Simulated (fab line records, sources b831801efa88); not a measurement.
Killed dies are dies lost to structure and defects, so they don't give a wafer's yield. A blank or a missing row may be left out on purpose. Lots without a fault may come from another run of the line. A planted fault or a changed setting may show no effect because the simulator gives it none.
Chamber matching | flow sky130 | SKY_PASSIVATION_CVD_02 on pecvd-02: 3 sister chambers
The step deposits Si3N4, target thk 540 nm. 3 wafers are shown with their chamber, then 12 later ones without.

WAFERS WITH THEIR CHAMBER
wafer  | chamber | heater_power_w (W)
L082.1 | 2       | 753
L091.3 | 1       | 607
L091.5 | 0       | 758

WAFERS WITHOUT THEIR CHAMBER
wafer  | heater_power_w (W)
L093.1 | 755
L093.2 | 660
L093.3 | 729
L093.4 | 769
L093.5 | 779
L093.6 | 705
L097.1 | 772
L097.2 | 861
L097.3 | 551
L097.4 | 882
L097.5 | 592
L097.6 | 631

WHICH CHAMBER EACH WENT THROUGH
wafer  | from the rows above          | in truth
L093.1 | can't be placed: 2 or 0      | 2
L093.2 | can't be placed: 1 or 2 or 0 | 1
L093.3 | can't be placed: 2 or 0 or 1 | 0
L093.4 | can't be placed: 0 or 2      | 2
L093.5 | can't be placed: 0 or 2      | 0
L093.6 | can't be placed: 2 or 0 or 1 | 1
L097.1 | can't be placed: 0 or 2      | 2
L097.2 | can't be placed: 0 or 2      | 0
L097.3 | 1                            | 1
L097.4 | can't be placed: 0 or 2      | 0
L097.5 | 1                            | 1
L097.6 | can't be placed: 1 or 2 or 0 | 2
Placed correctly: 2 of 12. Can't be placed from these rows: 10 (the true chamber is among the candidates in 10). Placed wrongly: 0.
How it was worked out, from the rows above alone: a wafer's distance from a chamber is the root of the sum, over the readings, of the square of ((its reading less the chamber's mean) divided by the reading's scatter). The wafer belongs to the nearest chamber; if the next one is less than 2 further off, it can't be placed. A chamber's mean is the mean of its shown wafers. The scatter: with one shown wafer a chamber, the root of the mean of the squares of how far each hidden wafer lies from its nearest shown one.
